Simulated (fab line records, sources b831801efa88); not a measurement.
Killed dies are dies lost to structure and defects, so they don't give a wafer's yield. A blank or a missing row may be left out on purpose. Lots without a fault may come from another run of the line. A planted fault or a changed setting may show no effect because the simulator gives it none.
Problem report in the 8D (eight disciplines) form, filled by code | flow sky130 | the parts of the form that need people (team, actions taken, sign-off) are left out

1. THE PROBLEM
LDD_N_OVL at SKY_LDD_N_OVL_MEAS_07 reads a mean of -58.7 nm on 12 wafers of 4 lots; wafers without a fault read 0.3 nm with a standard deviation of 1.4. That is -42 standard deviations from the usual mean.
First seen on wafer L176.1, day 24 04:10, on overlay-01. The record holds 36 wafers of 12 lots with a number at this step. Rule for "out", or "out of limits": more than 4 standard deviations from the usual mean. The other wafers with a number count as sound.

2. WHAT IT IS AND WHAT IT IS NOT
question                    | is                     | is not
which readings at this step | LDD_N_OVL              | -
which lots                  | L176, L178, L179, L183 | L162, L163, L164, L165, L166, L168, L170, L173
which wafers of those lots  | all that have a number | -
read on which gauges        | overlay-01             | overlay-02
when                        | from day 24 04:10      | up to then (24 sound wafers)

3. SUSPECTS, AND WHAT RULES EACH OUT
Counting: a tool at a process step up to the reading stays a suspect if it ran every lot that is out and no sound lot after the first of them.
- the gauge at SKY_LDD_N_OVL_MEAS_07: kept. All the wafers that are out were read on overlay-01, and no step on other tools shows them out.
- iline_stepper-02 at SKY_LDD_N_EXPOSE_04 (exposes mask NTM, target cd 840 nm): kept. It ran every lot that is out, first L176 (day 23 13:18), and no sound lot after that; its last sound lot up to then is L168 (day 20 09:54).
Left after counting: iline_stepper-02 at SKY_LDD_N_EXPOSE_04, overlay-01 at SKY_LDD_N_OVL_MEAS_07.

4. THE CAUSE (what the simulator had put in)
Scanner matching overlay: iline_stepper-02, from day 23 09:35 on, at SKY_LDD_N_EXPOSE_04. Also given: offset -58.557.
Counting left 2 suspects, and this tool is among them.

5. THE CHAIN OF EFFECTS, in route order
Each row: a reading whose mean over the struck wafers that have a number lies more than 3 standard deviations from the usual. Only readings for which the record gives a usual standard deviation are gone through. hours: the time from each lot's start at the first step in this table that gives one to its start at this step, as a median over the lots. sigmas: the change in usual standard deviations.
hours | step                  | reading   | usual  | on struck wafers | change | sigmas
0     | SKY_LDD_N_OVL_MEAS_07 | LDD_N_OVL | 0.3 nm | -58.7            | -59.0  | -42

6. WHAT WOULD HAVE CAUGHT IT SOONER
In this record the first reading out of limits at a measuring or inspecting step was taken at day 24 04:10, 19 hours after the fault began at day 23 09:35.
Of the tool readings at SKY_LDD_N_EXPOSE_04 for which the record gives a usual standard deviation, none was out on any struck wafer, so an alarm limit of 4 standard deviations on them would not have fired.
Of the lots that are out (4), L179, L183 began SKY_LDD_N_EXPOSE_04 on iline_stepper-02 after day 24 04:10. A hold on the tool at that time would have spared those 2.
